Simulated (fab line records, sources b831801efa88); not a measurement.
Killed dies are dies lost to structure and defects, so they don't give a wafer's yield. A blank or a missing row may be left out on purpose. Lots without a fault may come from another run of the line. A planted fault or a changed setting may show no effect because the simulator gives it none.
Which tool did it? | flow sky130 | 12 lots, 36 wafers sampled, at 3 steps of a route of 708

WHAT THE GAUGES READ, wafer by wafer
SKY_VIA3_BOW_MEAS_03.
lot  | measured     | on            | VIA3_BOW (um)
L075 | day 38 07:31 | film_metro-04 | 88 80 79
L077 | day 39 03:46 | film_metro-04 | 81 87 88
L079 | day 40 07:32 | film_metro-02 | 75 70 75
L081 | day 40 19:11 | film_metro-01 | 78 77 87
L083 | day 41 13:24 | film_metro-02 | 76 87 80
L085 | day 41 13:43 | film_metro-01 | 74 76 96
L087 | day 42 05:26 | film_metro-04 | 86 76 76
L089 | day 43 16:34 | film_metro-04 | 69 86 82
L091 | day 43 16:16 | film_metro-02 | 82 91 78
L093 | day 44 01:17 | film_metro-04 | 88 85 78
L095 | day 45 08:47 | film_metro-01 | 74 84 80
L097 | day 45 12:38 | film_metro-02 | 72 70 73

WHICH TOOL RAN EACH LOT (tool, then ch and the chambers of the sampled wafers, then the start)
lot  | SKY_DNWELL_STRIP_08                 | SKY_METAL2_SPUTTER_02
L075 | plasma_asher-03 ch 0,1, day 3 10:55 | pvd_sputter-02, day 33 17:11
L077 | plasma_asher-02 ch 0,1, day 3 20:01 | pvd_sputter-02, day 34 14:19
L079 | plasma_asher-03 ch 0,1, day 4 11:25 | pvd_sputter-04, day 35 18:34
L081 | plasma_asher-04 ch 0,1, day 4 23:10 | pvd_sputter-01, day 36 03:38
L083 | plasma_asher-04 ch 0,1, day 5 10:25 | pvd_sputter-04, day 37 03:17
L085 | plasma_asher-04 ch 0,1, day 5 17:11 | pvd_sputter-02, day 37 05:23
L087 | plasma_asher-03 ch 0,1, day 6 04:58 | pvd_sputter-01, day 37 23:30
L089 | plasma_asher-03 ch 0,1, day 6 15:05 | pvd_sputter-02, day 39 12:14
L091 | plasma_asher-02 ch 0,1, day 7 00:08 | pvd_sputter-04, day 39 11:48
L093 | plasma_asher-04 ch 0,1, day 7 15:37 | pvd_sputter-04, day 39 22:32
L095 | plasma_asher-04 ch 0,1, day 8 19:43 | pvd_sputter-04, day 41 08:20
L097 | plasma_asher-02 ch 0,1, day 8 20:07 | pvd_sputter-01, day 41 12:44
- SKY_DNWELL_STRIP_08: strips in O2/N2.
- SKY_METAL2_SPUTTER_02: material AlCu, target thk 250 nm, time 13.3 s.

THE ANSWER, worked out from the rows above alone
Rule: what is usual is taken from the lots themselves. Put in order of their means at a reading, lots are off if they are a third of the lots or fewer, leave a main group of 4 or more, and stand apart from it by a gap of 3 or more times the standard deviation of the main group's means; of several such gaps the widest counts. A main group whose means are all the same, to the digits that the tables above print for the reading, isn't used. A lot without any number at a reading at which 4 lots or more have one is off too. The other lots that the step has rows for count as sound.
No lot is off at any reading shown: from this, nothing can be told.

WHAT THE SIMULATOR HAD PUT IN
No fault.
